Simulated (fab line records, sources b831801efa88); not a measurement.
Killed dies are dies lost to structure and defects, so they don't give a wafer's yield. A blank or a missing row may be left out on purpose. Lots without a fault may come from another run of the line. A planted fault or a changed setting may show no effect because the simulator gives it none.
A struck lot beside a sound one | flow sfq_line | 42 steps out of a route of 325
Sound: wafers L830.2, L830.3, L830.4. Struck: wafer L835.2. (L835.3, L835.4 of the same lot were not struck and are left out.) The cause comes at the end.
At each step with rows: each side's tool, then ch and its chambers, then its first start. Under that, the readings that differ: sound wafers | struck wafers | difference of the means | sigmas: that difference in standard deviations of wafers without a fault.
alike: readings whose means differ by less than 2 such deviations, and words and numbers that are the same on both sides. not compared: withheld readings, readings that some wafer has no value for, bounds like >300 that may hide the same value, and numbers for which the record gives no deviation and whose values overlap.
The two part at a step that has a row with sigmas, a row that says differs or no value, or rows on one side only. Numbers that don't overlap but have no deviation are shown without sigmas and don't part them. A reading that every wafer of one side lacks parts them only if that side has two wafers or more.

first, 6 steps without rows for these wafers: SFQ_TRILAYER_I3_VIA_LITHO_COAT_090 (resist thk 62 nm); SFQ_TRILAYER_I3_VIA_LITHO_COAT_085 (resist thk 650 nm); SFQ_TRILAYER_I3_VIA_LITHO_SOFTBAKE_089; SFQ_TRILAYER_I3_VIA_LITHO_EXPOSE_086 (exposes mask I3, target cd 500 nm); SFQ_TRILAYER_I3_VIA_LITHO_PEB_088 (peb time 60 s); SFQ_TRILAYER_I3_VIA_LITHO_DEVELOP_087 (time 60 s).
SFQ_I3_OVL_MEAS_923:
  sound on overlay-02, day 43 00:35; struck on overlay-02, day 45 19:47
  alike: I3_OVL
SFQ_TRILAYER_I3_VIA_BARC_OPEN_VIA_ETCH_121: etches BARC in O2, target depth 125 nm, time 41.7 s.
  sound on rie_diel-01 ch 0,1,3, day 43 00:37; struck on rie_diel-03 ch 3, day 45 19:49
  alike: drypump_motor_current_A, oes_product_au
  not compared: rf_hours_counter_h
then, 1 step without rows for these wafers: SFQ_TRILAYER_I3_VIA_ETCH_VIA_ETCH_088 (etches SiO2 in CHF3, stops on Nb, target depth 260 nm).
SFQ_TRILAYER_I3_VIA_STRIP_STRIP_089: strips in O2.
  sound on rie_metal-02 ch 0, day 43 00:58; struck on rie_metal-01 ch 1, day 45 19:58
  reading                | sound | struck | difference                   | sigmas
  rf_hours_counter_h (h) | - - - | 106    | no value on the sound wafers |
  alike: drypump_motor_current_A, oes_product_au
then, 2 steps without rows for these wafers: SFQ_TRILAYER_I3_VIA_STRIP_SOLV_CLEAN_090 (cleans in NMP, time 600 s); SFQ_TRILAYER_M4_DEP_PRE_CLEAN_092 (time 22.5 s).
SFQ_TRILAYER_M4_DEP_SPUTTER_091: material Nb, target thk 200 nm, time 133.3 s.
  sound on pvd_sputter-06, day 43 02:10; struck on pvd_sputter-03, day 45 20:46
  reading                                             | sound             | struck | difference | sigmas
  model.Nb_of_TRILAYER_M4_DEP_SPUTTER_091.thk_nm (nm) | 200.7 197.2 195.2 | 163.7  | -34.0      |
  alike: substrate_temp_c, throttle_valve_pct
SFQ_M4_RS_MEAS_924: measures by four-point-probe.
  sound on film_metro-01, day 43 02:17; struck on film_metro-01, day 45 20:53
  reading           | sound             | struck | difference | sigmas
  M4_NB_RS (ohm/sq) | 0.886 0.903 0.912 | 1.088  | +0.188     | +19
then, 6 steps without rows for these wafers: SFQ_TRILAYER_M4_LITHO_COAT_098 (resist thk 62 nm); SFQ_TRILAYER_M4_LITHO_COAT_093 (resist thk 600 nm); SFQ_TRILAYER_M4_LITHO_SOFTBAKE_097; SFQ_TRILAYER_M4_LITHO_EXPOSE_094 (exposes mask M4, target cd 500 nm); SFQ_TRILAYER_M4_LITHO_PEB_096 (peb time 60 s); SFQ_TRILAYER_M4_LITHO_DEVELOP_095 (time 60 s).
-- the record jumps here: 6 days lie between the struck wafers' starts before and after --
SFQ_M4_OVL_MEAS_926:
  sound on overlay-02, day 49 04:14; struck on overlay-02, day 51 17:29
  alike: M4_OVL
SFQ_TRILAYER_M4_BARC_OPEN_METAL_ETCH_123: etches BARC in O2, target depth 125 nm, time 41.7 s.
  sound on rie_metal-04 ch 1, day 49 04:17; struck on rie_metal-04 ch 0, day 51 17:31
  reading                | sound | struck | difference                   | sigmas
  rf_hours_counter_h (h) | - - - | 8      | no value on the sound wafers |
  alike: drypump_motor_current_A, oes_product_au
SFQ_TRILAYER_M4_ETCH_METAL_ETCH_096: etches Nb in Cl2/Ar, stops on SiO2, target depth 240 nm, time 120 s.
  sound on rie_metal-04 ch 1, day 49 04:26; struck on rie_metal-04 ch 0, day 51 17:34
  reading                | sound             | struck | difference                   | sigmas
  oes_product_au (a.u.)  | 0.895 0.886 0.886 | 0.802  | -0.087                       | -12
  rf_hours_counter_h (h) | - - -             | 8      | no value on the sound wafers |
  alike: drypump_motor_current_A
then, 3 steps without rows for these wafers: SFQ_TRILAYER_M4_STRIP_STRIP_097 (strips in O2); SFQ_TRILAYER_M4_STRIP_SOLV_CLEAN_098 (cleans in NMP, time 600 s); SFQ_TRILAYER_I4_DEP_PECVD_099 (deposits SiO2 from SiH4/N2O, time 111.11 s, target thk 500 nm).
SFQ_TRILAYER_I4_CMP_CMP_100: polishes SiO2.
  sound on cmp-02 ch 0,1,3, day 49 06:07; struck on cmp-01 ch 0, day 51 20:19
  reading                 | sound             | struck | difference | sigmas
  edge_zone_pressure_frac | 1.000 0.997 1.001 | 0.988  | -0.011     | -3
  alike: motor_current_A, time_to_endpoint_s
SFQ_I4_BOW_MEAS_927:
  sound on film_metro-04, day 49 09:08; struck on film_metro-01, day 51 23:20
  alike: I4_BOW
then, 7 steps without rows for these wafers: SFQ_TRILAYER_I4_METRO_MEASURE_101; SFQ_TRILAYER_I4_VIA_LITHO_COAT_108 (resist thk 62 nm); SFQ_TRILAYER_I4_VIA_LITHO_COAT_103 (resist thk 650 nm); SFQ_TRILAYER_I4_VIA_LITHO_SOFTBAKE_107; SFQ_TRILAYER_I4_VIA_LITHO_EXPOSE_104 (exposes mask I4, target cd 700 nm); SFQ_TRILAYER_I4_VIA_LITHO_PEB_106 (peb time 60 s); SFQ_TRILAYER_I4_VIA_LITHO_DEVELOP_105 (time 60 s).
SFQ_I4_OVL_MEAS_928:
  sound on overlay-02, day 49 12:41; struck on overlay-01, day 52 02:53
  reading     | sound    | struck | difference | sigmas
  I4_OVL (nm) | 16 14 13 | -6     | -20        | -4
then, 2 steps without rows for these wafers: SFQ_TRILAYER_I4_VIA_BARC_OPEN_VIA_ETCH_146 (etches BARC in O2, target depth 125 nm, time 41.7 s); SFQ_TRILAYER_I4_VIA_ETCH_VIA_ETCH_106 (etches SiO2 in CHF3, stops on Nb, target depth 260 nm).
SFQ_TRILAYER_I4_VIA_STRIP_STRIP_107: strips in O2.
  sound on rie_metal-03 ch 0,1, day 49 12:52; struck on rie_metal-04 ch 0, day 52 03:04
  alike: drypump_motor_current_A, oes_product_au
  not compared: rf_hours_counter_h
then, 2 steps without rows for these wafers: SFQ_TRILAYER_I4_VIA_STRIP_SOLV_CLEAN_108 (cleans in NMP, time 600 s); SFQ_TRILAYER_JJ_TRILAYER_DEP_PRE_CLEAN_113 (time 22.5 s).
-- the record jumps here: 26 days lie between the struck wafers' starts before and after --
SFQ_M8_BOW_MEAS_951:
  sound on film_metro-03, day 69 01:45; struck on film_metro-01, day 77 22:32
  reading                 | sound                | struck | difference | sigmas
  model.etest.m4.ohm_um   | 1.778 1.817 1.829    | 2.181  | +0.373     |
  model.etest.i3.link_ohm | 1.972 1.955 1.98     | 2.222  | +0.253     |
  model.etest.m4.ohm_sq   | 0.8875 0.9031 0.9123 | 1.088  | +0.187     |
  model.etest.i4.link_ohm | 2.172 2.179 2.192    | 2.382  | +0.201     |
  alike: M8_BOW

WHERE THEY PART
First at SFQ_TRILAYER_I3_VIA_STRIP_STRIP_089; last, within this record, at SFQ_I4_OVL_MEAS_928. Later steps at which nothing parts them and some readings are alike: SFQ_TRILAYER_I4_VIA_STRIP_STRIP_107, SFQ_M8_BOW_MEAS_951.

WHY: what the simulator had put in
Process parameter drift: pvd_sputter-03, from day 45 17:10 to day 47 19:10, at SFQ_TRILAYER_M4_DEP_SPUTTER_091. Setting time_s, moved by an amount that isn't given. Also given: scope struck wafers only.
